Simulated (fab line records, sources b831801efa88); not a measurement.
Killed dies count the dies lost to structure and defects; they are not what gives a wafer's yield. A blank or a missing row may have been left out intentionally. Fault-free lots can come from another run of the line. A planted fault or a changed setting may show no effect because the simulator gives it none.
Comparing a struck lot with a sound one | flow sky130 | 18 out of 708 route steps
Sound: the wafers L944.1, L944.2, L944.4. Wafers struck: L936.4, L936.5, L936.6. At the end, the cause is stated.
Each step with rows lists, per side, the tool, then ch with its chambers, then its first start. Under that, the readings that differ: sound wafers | struck wafers | difference of the means | sigmas: that difference in standard deviations of wafers without a fault.
alike: words and numbers the same on both sides, and readings whose means are apart by under 2 such deviations; not compared: readings that were withheld, readings missing a value for some wafer, numbers with overlapping values and no deviation given by the record, and bounds like >300 which may hide the same value.
Wherever a step has rows on one side only, a row that says differs or no value, or a row with sigmas, the two part there. When numbers do not overlap yet have no deviation, they are printed without sigmas and do not part them. A reading that every wafer of one side lacks parts them only if that side has two wafers or more.

first, 3 steps without rows for these wafers: SKY_LI_CONTACT_EXPOSE_09 (exposes mask LICM1, target cd 170 nm); SKY_LI_CONTACT_PEB_10; SKY_LI_CONTACT_DEVELOP_11 (develop time 60 s).
SKY_LI_CONTACT_CD_MEAS_12: the cd target is 170 nm.
  sound: cd sem-01 at day 34 20:12; struck: cd sem-01 at day 31 21:23
  reading    | sound             | struck            | difference | sigmas
  cd nm (nm) | 169.0 168.8 168.5 | 172.5 173.7 172.3 | +4.1       | +2
SKY_LI_CONTACT_OVL_MEAS_13:
  sound: overlay-01 at day 34 20:19; struck: overlay-01 at day 31 21:28
  alike: LI_CONTACT_OVL
SKY_LI_CONTACT_ETCH_14: etches BARC in N2/H2, stops on SiO2, time 45.9 s, target depth 60 nm.
  sound on rie diel-01 ch 1,2,3, day 34 20:21; struck on rie diel-04 ch 1,2,3, day 31 21:30
  reading                | sound   | struck | difference                    | sigmas
  rf hours counter h (h) | 11 36 7 | - - -  | no value on the struck wafers |
  alike: drypump motor current A, oes product au, throttle valve pct
SKY_LI_CONTACT_ETCH_15: etches PSG in C4F8/O2/Ar, stops on Si, target depth 600 nm.
  sound on rie diel-01 ch 1,2,3, day 34 20:24; struck on rie diel-04 ch 1,2,3, day 31 21:34
  alike: oes product au
then, 3 steps without rows for these wafers: SKY_LI_CONTACT_STRIP_16 (strips in O2/N2); SKY_LI_CONTACT_CLEAN_17 (cleans in NMP, time 600 s); SKY_LI_CONTACT_PRE_CLEAN_18 (time 5.6 s).
SKY_LI_CONTACT_SPUTTER_19: material Ti, target thk 20 nm, time 106.37 s.
  sound: pvd sputter-04 at day 34 20:47; struck: pvd sputter-01 at day 31 21:54
  alike: throttle valve pct
SKY_LI_CONTACT_SPUTTER_20: material TiN, target thk 20 nm, time 80 s.
  sound: pvd sputter-04 at day 34 20:51; struck: pvd sputter-01 at day 31 21:58
  alike: throttle valve pct
SKY_LI_CONTACT_CVD_21: deposits W, target thk 400 nm, time 120.56 s.
  sound on cvd w-01 ch 0,1, day 34 20:55; struck on cvd w-02 ch 0,1, day 31 22:05
  reading                                  | sound             | struck            | difference | sigmas
  model.W_of_LI_CONTACT_CVD_21.thk nm (nm) | 397.6 394.1 396.3 | 475.8 472.5 466.9 | +75.7      |
  alike: heater power w, susceptor temp C
SKY_LI_CONTACT_RS_MEAS_22: a four-point-probe measurement.
  sound: film metro-01 at day 34 21:02; struck: film metro-03 at day 31 22:13
  reading                  | sound             | struck            | difference | sigmas
  LI_CONTACT_W_RS (ohm/sq) | 0.286 0.288 0.287 | 0.240 0.241 0.244 | -0.045     | -12
SKY_LI_CONTACT_THK_MEAS_23: measures by xrf.
  sound: film metro-01 at day 34 21:10; struck: film metro-03 at day 31 22:19
  reading               | sound       | struck      | difference | sigmas
  LI_CONTACT_W_THK (nm) | 386 384 388 | 451 445 437 | +58        | +10
SKY_LI_CONTACT_CMP_24: polishes, stops on PSG, t overpolish 20 s, target thk 0 nm.
  sound on cmp-02 ch 0,1,3, day 34 21:13; struck on cmp-02 ch 1,2,3, day 31 22:29
  reading                | sound     | struck      | difference | sigmas
  time to endpoint s (s) | 97 93 102 | 113 112 118 | +17        | +4
  alike: motor current A
SKY_LOCAL_INTERCONNECT_SPUTTER_00: material TiN, target thk 100 nm, time 83.3 s.
  sound: pvd sputter-01 at day 34 21:31; struck: pvd sputter-03 at day 31 22:38
  alike: susceptor temp C, throttle valve pct
following that, these wafers have no rows for 1 step: SKY_PAD_OPEN_PROBE_99.

## WHERE THEY PART
At SKY_LI_CONTACT_CD_MEAS_12 first; at SKY_LI_CONTACT_CMP_24 last (within this record only). Later steps at which nothing parts them and some readings are alike: SKY_LOCAL_INTERCONNECT_SPUTTER_00.

WHY: what had been put in by the simulator
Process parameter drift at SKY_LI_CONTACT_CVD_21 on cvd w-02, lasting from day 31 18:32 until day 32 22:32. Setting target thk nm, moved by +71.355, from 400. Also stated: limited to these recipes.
